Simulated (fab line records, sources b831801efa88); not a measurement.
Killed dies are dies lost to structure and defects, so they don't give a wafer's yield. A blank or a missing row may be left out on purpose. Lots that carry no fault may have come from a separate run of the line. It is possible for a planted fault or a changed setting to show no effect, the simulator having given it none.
Which tool is to blame? / flow sky130 / 24 lots, 72 wafers sampled, at 6 steps of a route of 708

WHAT EACH GAUGE READ, for each wafer
SKY_PWDE_OVL_MEAS_07.
lot=L074; measured=day 3 23:50; on=overlay-01; PWDE_OVL (nm)=0.4 -0.4 0.9
lot=L075; measured=day 4 05:41; on=overlay-01; PWDE_OVL (nm)=2.5 2.1 1.6
lot=L076; measured=day 4 10:14; on=overlay-01; PWDE_OVL (nm)=2.3 2.6 2.4
lot=L077; measured=day 4 16:18; on=overlay-01; PWDE_OVL (nm)=1.1 -1.3 -0.3
lot=L078; measured=day 4 23:58; on=overlay-01; PWDE_OVL (nm)=1.1 -0.2 2.9
lot=L079; measured=day 5 03:28; on=overlay-02; PWDE_OVL (nm)=1.1 0.7 2.7
lot=L080; measured=day 5 08:50; on=overlay-02; PWDE_OVL (nm)=0.6 0.3 1.7
lot=L081; measured=day 5 12:46; on=overlay-01; PWDE_OVL (nm)=-0.6 -0.5 1.2
lot=L082; measured=day 5 20:55; on=overlay-01; PWDE_OVL (nm)=3.0 3.2 1.4
lot=L083; measured=day 6 01:32; on=overlay-01; PWDE_OVL (nm)=1.2 2.7 2.3
lot=L084; measured=day 6 06:50; on=overlay-01; PWDE_OVL (nm)=-0.3 1.6 1.4
lot=L085; measured=day 6 14:13; on=overlay-02; PWDE_OVL (nm)=1.6 0.4 1.9
lot=L086; measured=day 6 19:11; on=overlay-02; PWDE_OVL (nm)=-1.7 -1.6 -2.8
lot=L087; measured=day 6 21:59; on=overlay-02; PWDE_OVL (nm)=0.8 0.6 3.9
lot=L088; measured=day 7 07:44; on=overlay-01; PWDE_OVL (nm)=0.8 1.6 0.4
lot=L089; measured=day 7 12:17; on=overlay-02; PWDE_OVL (nm)=0.9 -0.4 2.0
lot=L090; measured=day 7 19:00; on=overlay-02; PWDE_OVL (nm)=0.1 2.9 3.8
lot=L091; measured=day 8 01:02; on=overlay-02; PWDE_OVL (nm)=3.0 0.9 2.7
lot=L092; measured=day 8 05:19; on=overlay-01; PWDE_OVL (nm)=1.5 0.6 1.4
lot=L093; measured=day 8 06:59; on=overlay-01; PWDE_OVL (nm)=2.0 0.9 1.0
lot=L094; measured=day 8 15:31; on=overlay-01; PWDE_OVL (nm)=2.0 1.7 0.7
lot=L095; measured=day 8 19:50; on=overlay-01; PWDE_OVL (nm)=2.9 3.0 3.2
lot=L096; measured=day 9 01:37; on=overlay-01; PWDE_OVL (nm)=0.5 2.9 -0.2
lot=L097; measured=day 9 05:50; on=overlay-01; PWDE_OVL (nm)=1.7 1.2 1.4

SKY_CONTACT_OVL_MEAS_15.
lot=L074; measured=day 32 09:50; on=overlay-02; CONTACT_OVL (nm)=5 13 9
lot=L075; measured=day 33 11:26; on=overlay-02; CONTACT_OVL (nm)=-4 5 5
lot=L076; measured=day 33 08:14; on=overlay-02; CONTACT_OVL (nm)=7 -2 1
lot=L077; measured=day 33 09:54; on=overlay-01; CONTACT_OVL (nm)=5 -3 -4
lot=L078; measured=day 34 03:41; on=overlay-02; CONTACT_OVL (nm)=-3 5 -5
lot=L079; measured=day 34 07:25; on=overlay-02; CONTACT_OVL (nm)=3 -3 -1
lot=L080; measured=day 34 15:21; on=overlay-01; CONTACT_OVL (nm)=11 7 1
lot=L081; measured=day 34 14:21; on=overlay-01; CONTACT_OVL (nm)=4 3 -1
lot=L082; measured=day 35 08:28; on=overlay-02; CONTACT_OVL (nm)=-6 -12 2
lot=L083; measured=day 35 12:31; on=overlay-01; CONTACT_OVL (nm)=9 4 6
lot=L084; measured=day 35 16:24; on=overlay-02; CONTACT_OVL (nm)=-5 3 2
lot=L085; measured=day 36 01:23; on=overlay-02; CONTACT_OVL (nm)=-4 -7 -8
lot=L086; measured=day 36 18:15; on=overlay-02; CONTACT_OVL (nm)=1 -4 -2
lot=L087; measured=day 36 15:32; on=overlay-01; CONTACT_OVL (nm)=3 1 11
lot=L088; measured=day 36 21:13; on=overlay-02; CONTACT_OVL (nm)=4 6 4
lot=L089; measured=day 37 11:12; on=overlay-01; CONTACT_OVL (nm)=10 17 10
lot=L090; measured=day 37 12:58; on=overlay-02; CONTACT_OVL (nm)=0 1 1
lot=L091; measured=day 37 14:51; on=overlay-02; CONTACT_OVL (nm)=-5 10 1
lot=L092; measured=day 37 23:38; on=overlay-01; CONTACT_OVL (nm)=2 6 3
lot=L093; measured=day 38 00:36; on=overlay-02; CONTACT_OVL (nm)=5 -4 2
lot=L094; measured=day 38 17:10; on=overlay-02; CONTACT_OVL (nm)=-1 1 4
lot=L095; measured=day 38 22:27; on=overlay-02; CONTACT_OVL (nm)=-4 5 -5
lot=L096; measured=day 39 02:05; on=overlay-02; CONTACT_OVL (nm)=-9 -12 -7
lot=L097; measured=day 39 15:02; on=overlay-01; CONTACT_OVL (nm)=0 0 -2

SKY_METAL4_OVL_MEAS_14.
lot=L074; measured=day 42 18:14; on=overlay-02; METAL4_OVL (nm)=5 4 0
lot=L075; measured=day 43 16:39; on=overlay-01; METAL4_OVL (nm)=0 -2 3
lot=L076; measured=day 43 11:27; on=overlay-02; METAL4_OVL (nm)=-1 -2 -6
lot=L077; measured=day 43 14:51; on=overlay-02; METAL4_OVL (nm)=-3 13 -2
lot=L078; measured=day 44 06:54; on=overlay-02; METAL4_OVL (nm)=5 7 -2
lot=L079; measured=day 44 07:37; on=overlay-02; METAL4_OVL (nm)=2 5 7
lot=L080; measured=day 44 16:46; on=overlay-02; METAL4_OVL (nm)=7 7 0
lot=L081; measured=day 44 15:05; on=overlay-02; METAL4_OVL (nm)=0 3 8
lot=L082; measured=day 45 06:47; on=overlay-02; METAL4_OVL (nm)=-3 -9 0
lot=L083; measured=day 45 07:26; on=overlay-02; METAL4_OVL (nm)=-6 2 -1
lot=L084; measured=day 45 10:18; on=overlay-02; METAL4_OVL (nm)=-3 -2 0
lot=L085; measured=day 45 19:36; on=overlay-01; METAL4_OVL (nm)=-4 4 4
lot=L086; measured=day 46 09:27; on=overlay-02; METAL4_OVL (nm)=-8 -3 0
lot=L087; measured=day 46 07:19; on=overlay-01; METAL4_OVL (nm)=4 -1 6
lot=L088; measured=day 46 13:04; on=overlay-01; METAL4_OVL (nm)=5 21 6
lot=L089; measured=day 46 23:08; on=overlay-01; METAL4_OVL (nm)=-4 -6 3
lot=L090; measured=day 47 00:55; on=overlay-02; METAL4_OVL (nm)=-6 0 -5
lot=L091; measured=day 47 02:59; on=overlay-02; METAL4_OVL (nm)=5 1 -6
lot=L092; measured=day 47 06:33; on=overlay-02; METAL4_OVL (nm)=-4 2 -5
lot=L093; measured=day 47 09:07; on=overlay-01; METAL4_OVL (nm)=-4 3 -6
lot=L094; measured=day 48 00:31; on=overlay-01; METAL4_OVL (nm)=6 -8 3
lot=L095; measured=day 48 02:29; on=overlay-01; METAL4_OVL (nm)=1 -1 -2
lot=L096; measured=day 48 05:26; on=overlay-01; METAL4_OVL (nm)=-2 6 6
lot=L097; measured=day 48 15:51; on=overlay-02; METAL4_OVL (nm)=-1 0 2

SKY_VIA4_THK_MEAS_01.
lot=L074; measured=day 42 19:29; on=filmMetro-01; VIA4_HDPCVD_THK (nm)=1697 1724 1757
lot=L075; measured=day 43 17:57; on=filmMetro-04; VIA4_HDPCVD_THK (nm)=1726 1760 1725
lot=L076; measured=day 43 12:46; on=filmMetro-01; VIA4_HDPCVD_THK (nm)=1756 1738 1755
lot=L077; measured=day 43 16:04; on=filmMetro-03; VIA4_HDPCVD_THK (nm)=1727 1732 1724
lot=L078; measured=day 44 08:04; on=filmMetro-03; VIA4_HDPCVD_THK (nm)=1743 1747 1734
lot=L079; measured=day 44 08:48; on=filmMetro-01; VIA4_HDPCVD_THK (nm)=1723 1717 1747
lot=L080; measured=day 44 17:56; on=filmMetro-01; VIA4_HDPCVD_THK (nm)=1718 1737 1730
lot=L081; measured=day 44 16:13; on=filmMetro-03; VIA4_HDPCVD_THK (nm)=1746 1742 1740
lot=L082; measured=day 45 07:55; on=filmMetro-03; VIA4_HDPCVD_THK (nm)=1737 1728 1744
lot=L083; measured=day 45 08:34; on=filmMetro-04; VIA4_HDPCVD_THK (nm)=1737 1742 1738
lot=L084; measured=day 45 11:29; on=filmMetro-01; VIA4_HDPCVD_THK (nm)=1739 1705 1745
lot=L085; measured=day 45 20:46; on=filmMetro-03; VIA4_HDPCVD_THK (nm)=1759 1727 1744
lot=L086; measured=day 46 10:39; on=filmMetro-03; VIA4_HDPCVD_THK (nm)=1742 1731 1736
lot=L087; measured=day 46 08:34; on=filmMetro-03; VIA4_HDPCVD_THK (nm)=1754 1745 1742
lot=L088; measured=day 46 14:24; on=filmMetro-03; VIA4_HDPCVD_THK (nm)=1774 1784 1780
lot=L089; measured=day 47 00:19; on=filmMetro-01; VIA4_HDPCVD_THK (nm)=1744 1746 1755
lot=L090; measured=day 47 02:06; on=filmMetro-04; VIA4_HDPCVD_THK (nm)=1740 1744 1758
lot=L091; measured=day 47 04:10; on=filmMetro-01; VIA4_HDPCVD_THK (nm)=1733 1725 1706
lot=L092; measured=day 47 07:47; on=filmMetro-03; VIA4_HDPCVD_THK (nm)=1747 1749 1763
lot=L093; measured=day 47 10:19; on=filmMetro-03; VIA4_HDPCVD_THK (nm)=1742 1723 1718
lot=L094; measured=day 48 01:41; on=filmMetro-01; VIA4_HDPCVD_THK (nm)=1753 1749 1742
lot=L095; measured=day 48 03:37; on=filmMetro-03; VIA4_HDPCVD_THK (nm)=1756 1764 1758
lot=L096; measured=day 48 06:35; on=filmMetro-04; VIA4_HDPCVD_THK (nm)=1740 1754 1757
lot=L097; measured=day 48 16:59; on=filmMetro-01; VIA4_HDPCVD_THK (nm)=1740 1733 1776

WHAT TOOL EACH LOT RAN ON (gives the tool, then ch and the chambers of the sampled wafers, and finally the start)
lot=L074; SKY_VT_ADJUST_NCORE_STRIP_10=plasmaAsher-02 ch 0,1, day 8 22:50; SKY_LI_CONTACT_STRIP_16=plasmaAsher-03 ch 0,1, day 29 23:17
lot=L075; SKY_VT_ADJUST_NCORE_STRIP_10=plasmaAsher-01 ch 0,1, day 9 09:04; SKY_LI_CONTACT_STRIP_16=plasmaAsher-03 ch 0,1, day 31 01:00
lot=L076; SKY_VT_ADJUST_NCORE_STRIP_10=plasmaAsher-01 ch 0,1, day 9 13:58; SKY_LI_CONTACT_STRIP_16=plasmaAsher-02 ch 0,1, day 30 20:58
lot=L077; SKY_VT_ADJUST_NCORE_STRIP_10=plasmaAsher-02 ch 0,1, day 9 20:34; SKY_LI_CONTACT_STRIP_16=plasmaAsher-03 ch 0,1, day 30 23:22
lot=L078; SKY_VT_ADJUST_NCORE_STRIP_10=plasmaAsher-01 ch 0,1, day 10 06:46; SKY_LI_CONTACT_STRIP_16=plasmaAsher-01 ch 0,1, day 31 18:07
lot=L079; SKY_VT_ADJUST_NCORE_STRIP_10=plasmaAsher-02 ch 0,1, day 10 09:54; SKY_LI_CONTACT_STRIP_16=plasmaAsher-02 ch 0,1, day 31 21:29
lot=L080; SKY_VT_ADJUST_NCORE_STRIP_10=plasmaAsher-02 ch 0,1, day 10 17:08; SKY_LI_CONTACT_STRIP_16=plasmaAsher-01 ch 0,1, day 32 05:06
lot=L081; SKY_VT_ADJUST_NCORE_STRIP_10=plasmaAsher-02 ch 0,1, day 10 23:11; SKY_LI_CONTACT_STRIP_16=plasmaAsher-02 ch 0,1, day 32 04:06
lot=L082; SKY_VT_ADJUST_NCORE_STRIP_10=plasmaAsher-03 ch 0,1, day 11 09:01; SKY_LI_CONTACT_STRIP_16=plasmaAsher-03 ch 0,1, day 32 22:43
lot=L083; SKY_VT_ADJUST_NCORE_STRIP_10=plasmaAsher-02 ch 0, day 11 16:38; SKY_LI_CONTACT_STRIP_16=plasmaAsher-01 ch 0,1, day 33 01:49
lot=L084; SKY_VT_ADJUST_NCORE_STRIP_10=plasmaAsher-03 ch 0,1, day 11 21:02; SKY_LI_CONTACT_STRIP_16=plasmaAsher-02 ch 0,1, day 33 07:16
lot=L085; SKY_VT_ADJUST_NCORE_STRIP_10=plasmaAsher-01 ch 0,1, day 12 05:40; SKY_LI_CONTACT_STRIP_16=plasmaAsher-03 ch 0,1, day 33 16:19
lot=L086; SKY_VT_ADJUST_NCORE_STRIP_10=plasmaAsher-01 ch 0,1, day 12 20:43; SKY_LI_CONTACT_STRIP_16=plasmaAsher-01 ch 0,1, day 34 09:47
lot=L087; SKY_VT_ADJUST_NCORE_STRIP_10=plasmaAsher-03 ch 0,1, day 12 21:16; SKY_LI_CONTACT_STRIP_16=plasmaAsher-01 ch 0,1, day 34 06:45
lot=L088; SKY_VT_ADJUST_NCORE_STRIP_10=plasmaAsher-02 ch 0,1, day 12 23:31; SKY_LI_CONTACT_STRIP_16=plasmaAsher-01 ch 0,1, day 34 12:35
lot=L089; SKY_VT_ADJUST_NCORE_STRIP_10=plasmaAsher-01 ch 0,1, day 13 18:10; SKY_LI_CONTACT_STRIP_16=plasmaAsher-01 ch 0,1, day 35 02:54
lot=L090; SKY_VT_ADJUST_NCORE_STRIP_10=plasmaAsher-03 ch 0,1, day 13 20:54; SKY_LI_CONTACT_STRIP_16=plasmaAsher-03 ch 0,1, day 35 05:11
lot=L091; SKY_VT_ADJUST_NCORE_STRIP_10=plasmaAsher-01 ch 0,1, day 13 23:47; SKY_LI_CONTACT_STRIP_16=plasmaAsher-03 ch 0,1, day 35 06:23
lot=L092; SKY_VT_ADJUST_NCORE_STRIP_10=plasmaAsher-03 ch 0,1, day 14 02:11; SKY_LI_CONTACT_STRIP_16=plasmaAsher-03 ch 0,1, day 35 14:31
lot=L093; SKY_VT_ADJUST_NCORE_STRIP_10=plasmaAsher-03 ch 0,1, day 14 02:47; SKY_LI_CONTACT_STRIP_16=plasmaAsher-03 ch 0,1, day 35 16:17
lot=L094; SKY_VT_ADJUST_NCORE_STRIP_10=plasmaAsher-03 ch 0,1, day 15 02:26; SKY_LI_CONTACT_STRIP_16=plasmaAsher-02 ch 0,1, day 36 09:07
lot=L095; SKY_VT_ADJUST_NCORE_STRIP_10=plasmaAsher-01 ch 0,1, day 15 03:32; SKY_LI_CONTACT_STRIP_16=plasmaAsher-03 ch 0,1, day 36 16:02
lot=L096; SKY_VT_ADJUST_NCORE_STRIP_10=plasmaAsher-03 ch 0,1, day 15 05:05; SKY_LI_CONTACT_STRIP_16=plasmaAsher-03 ch 0, day 36 17:56
lot=L097; SKY_VT_ADJUST_NCORE_STRIP_10=plasmaAsher-03 ch 0,1, day 15 21:29; SKY_LI_CONTACT_STRIP_16=plasmaAsher-02 ch 0,1, day 37 08:20
- SKY_VT_ADJUST_NCORE_STRIP_10: strips in O2/N2.
- SKY_LI_CONTACT_STRIP_16: strips in O2/N2.

WHAT THE TOOLS THEMSELVES READ (means of the sampled wafers that have a number; where no wafer has one, the mark that the record gives instead)
SKY_VT_ADJUST_NCORE_STRIP_10.
lot=L074; tool=plasmaAsher-02; drypumpMotorCurrentA (A)=5.2; oesProductAu (a.u.)=0.714; stripTimeToEndpointS (s)=14.16
lot=L075; tool=plasmaAsher-01; drypumpMotorCurrentA (A)=5.9; oesProductAu (a.u.)=0.712; stripTimeToEndpointS (s)=14.16
lot=L076; tool=plasmaAsher-01; drypumpMotorCurrentA (A)=6.0; oesProductAu (a.u.)=0.715; stripTimeToEndpointS (s)=14.21
lot=L077; tool=plasmaAsher-02; drypumpMotorCurrentA (A)=5.2; oesProductAu (a.u.)=0.719; stripTimeToEndpointS (s)=14.20
lot=L078; tool=plasmaAsher-01; drypumpMotorCurrentA (A)=6.0; oesProductAu (a.u.)=0.716; stripTimeToEndpointS (s)=14.19
lot=L079; tool=plasmaAsher-02; drypumpMotorCurrentA (A)=5.2; oesProductAu (a.u.)=0.717; stripTimeToEndpointS (s)=14.22
lot=L080; tool=plasmaAsher-02; drypumpMotorCurrentA (A)=5.2; oesProductAu (a.u.)=0.714; stripTimeToEndpointS (s)=14.20
lot=L081; tool=plasmaAsher-02; drypumpMotorCurrentA (A)=5.2; oesProductAu (a.u.)=0.716; stripTimeToEndpointS (s)=14.26
lot=L082; tool=plasmaAsher-03; drypumpMotorCurrentA (A)=6.1; oesProductAu (a.u.)=0.718; stripTimeToEndpointS (s)=14.19
lot=L083; tool=plasmaAsher-02; drypumpMotorCurrentA (A)=5.2; oesProductAu (a.u.)=0.718; stripTimeToEndpointS (s)=14.24
lot=L084; tool=plasmaAsher-03; drypumpMotorCurrentA (A)=6.1; oesProductAu (a.u.)=0.714; stripTimeToEndpointS (s)=14.21
lot=L085; tool=plasmaAsher-01; drypumpMotorCurrentA (A)=6.0; oesProductAu (a.u.)=0.716; stripTimeToEndpointS (s)=14.19
lot=L086; tool=plasmaAsher-01; drypumpMotorCurrentA (A)=5.6; oesProductAu (a.u.)=0.717; stripTimeToEndpointS (s)=14.23
lot=L087; tool=plasmaAsher-03; drypumpMotorCurrentA (A)=6.1; oesProductAu (a.u.)=0.714; stripTimeToEndpointS (s)=14.26
lot=L088; tool=plasmaAsher-02; drypumpMotorCurrentA (A)=5.2; oesProductAu (a.u.)=0.715; stripTimeToEndpointS (s)=14.17
lot=L089; tool=plasmaAsher-01; drypumpMotorCurrentA (A)=5.6; oesProductAu (a.u.)=0.713; stripTimeToEndpointS (s)=14.17
lot=L090; tool=plasmaAsher-03; drypumpMotorCurrentA (A)=6.1; oesProductAu (a.u.)=0.721; stripTimeToEndpointS (s)=14.26
lot=L091; tool=plasmaAsher-01; drypumpMotorCurrentA (A)=6.0; oesProductAu (a.u.)=0.720; stripTimeToEndpointS (s)=14.17
lot=L092; tool=plasmaAsher-03; drypumpMotorCurrentA (A)=6.1; oesProductAu (a.u.)=0.713; stripTimeToEndpointS (s)=14.19
lot=L093; tool=plasmaAsher-03; drypumpMotorCurrentA (A)=6.1; oesProductAu (a.u.)=0.717; stripTimeToEndpointS (s)=14.17
lot=L094; tool=plasmaAsher-03; drypumpMotorCurrentA (A)=6.1; oesProductAu (a.u.)=0.718; stripTimeToEndpointS (s)=14.18
lot=L095; tool=plasmaAsher-01; drypumpMotorCurrentA (A)=6.0; oesProductAu (a.u.)=0.717; stripTimeToEndpointS (s)=14.26
lot=L096; tool=plasmaAsher-03; drypumpMotorCurrentA (A)=6.1; oesProductAu (a.u.)=0.715; stripTimeToEndpointS (s)=14.21
lot=L097; tool=plasmaAsher-03; drypumpMotorCurrentA (A)=6.1; oesProductAu (a.u.)=0.712; stripTimeToEndpointS (s)=14.19

SKY_LI_CONTACT_STRIP_16.
lot=L074; tool=plasmaAsher-03; drypumpMotorCurrentA (A)=6.1; oesProductAu (a.u.)=0.378; stripTimeToEndpointS (s)=3.56
lot=L075; tool=plasmaAsher-03; drypumpMotorCurrentA (A)=6.1; oesProductAu (a.u.)=0.379; stripTimeToEndpointS (s)=3.50
lot=L076; tool=plasmaAsher-02; drypumpMotorCurrentA (A)=5.2; oesProductAu (a.u.)=0.378; stripTimeToEndpointS (s)=3.44
lot=L077; tool=plasmaAsher-03; drypumpMotorCurrentA (A)=6.1; oesProductAu (a.u.)=0.376; stripTimeToEndpointS (s)=3.54
lot=L078; tool=plasmaAsher-01; drypumpMotorCurrentA (A)=5.6; oesProductAu (a.u.)=0.376; stripTimeToEndpointS (s)=3.49
lot=L079; tool=plasmaAsher-02; drypumpMotorCurrentA (A)=5.2; oesProductAu (a.u.)=0.374; stripTimeToEndpointS (s)=3.54
lot=L080; tool=plasmaAsher-01; drypumpMotorCurrentA (A)=5.7; oesProductAu (a.u.)=0.375; stripTimeToEndpointS (s)=3.49
lot=L081; tool=plasmaAsher-02; drypumpMotorCurrentA (A)=5.2; oesProductAu (a.u.)=0.372; stripTimeToEndpointS (s)=3.48
lot=L082; tool=plasmaAsher-03; drypumpMotorCurrentA (A)=6.1; oesProductAu (a.u.)=0.378; stripTimeToEndpointS (s)=3.51
lot=L083; tool=plasmaAsher-01; drypumpMotorCurrentA (A)=6.0; oesProductAu (a.u.)=0.375; stripTimeToEndpointS (s)=3.49
lot=L084; tool=plasmaAsher-02; drypumpMotorCurrentA (A)=5.2; oesProductAu (a.u.)=0.376; stripTimeToEndpointS (s)=3.56
lot=L085; tool=plasmaAsher-03; drypumpMotorCurrentA (A)=6.0; oesProductAu (a.u.)=0.376; stripTimeToEndpointS (s)=3.48
lot=L086; tool=plasmaAsher-01; drypumpMotorCurrentA (A)=6.0; oesProductAu (a.u.)=0.377; stripTimeToEndpointS (s)=3.52
lot=L087; tool=plasmaAsher-01; drypumpMotorCurrentA (A)=5.6; oesProductAu (a.u.)=0.379; stripTimeToEndpointS (s)=3.49
lot=L088; tool=plasmaAsher-01; drypumpMotorCurrentA (A)=6.0; oesProductAu (a.u.)=0.380; stripTimeToEndpointS (s)=3.49
lot=L089; tool=plasmaAsher-01; drypumpMotorCurrentA (A)=6.0; oesProductAu (a.u.)=0.376; stripTimeToEndpointS (s)=3.54
lot=L090; tool=plasmaAsher-03; drypumpMotorCurrentA (A)=6.1; oesProductAu (a.u.)=0.376; stripTimeToEndpointS (s)=3.48
lot=L091; tool=plasmaAsher-03; drypumpMotorCurrentA (A)=6.1; oesProductAu (a.u.)=0.373; stripTimeToEndpointS (s)=3.48
lot=L092; tool=plasmaAsher-03; drypumpMotorCurrentA (A)=6.1; oesProductAu (a.u.)=0.374; stripTimeToEndpointS (s)=3.47
lot=L093; tool=plasmaAsher-03; drypumpMotorCurrentA (A)=6.1; oesProductAu (a.u.)=0.375; stripTimeToEndpointS (s)=3.53
lot=L094; tool=plasmaAsher-02; drypumpMotorCurrentA (A)=5.2; oesProductAu (a.u.)=0.377; stripTimeToEndpointS (s)=3.51
lot=L095; tool=plasmaAsher-03; drypumpMotorCurrentA (A)=6.1; oesProductAu (a.u.)=0.372; stripTimeToEndpointS (s)=3.48
lot=L096; tool=plasmaAsher-03; drypumpMotorCurrentA (A)=6.1; oesProductAu (a.u.)=0.370; stripTimeToEndpointS (s)=3.47
lot=L097; tool=plasmaAsher-02; drypumpMotorCurrentA (A)=5.2; oesProductAu (a.u.)=0.379; stripTimeToEndpointS (s)=3.51

THE ANSWER, worked out from the rows above alone
Rule: the usual values come from the lots themselves. The widest of any qualifying gaps counts: lots, ordered by their means at a reading, are off when they make up no more than a third of the lots, leave a main group of 4 or more, and stand apart from it by 3 or more times the standard deviation of that group's means. A main group is skipped when, at the precision printed for the reading in the tables above, its means are all equal. Also off: a lot with no number at a reading for which 4 or more lots have one. Any other lot the step has rows for is counted as sound. The gauges are gone through in route order, then the tools' own readings, and for those a lot's mean is taken as printed above. The first step at which some lot is off is used, and at that step the reading that is off furthest; a lot without a number counts as furthest.
Across all readings shown, no lot is off: no conclusion can be drawn from this.

WHAT HAD BEEN PUT IN BY THE SIMULATOR
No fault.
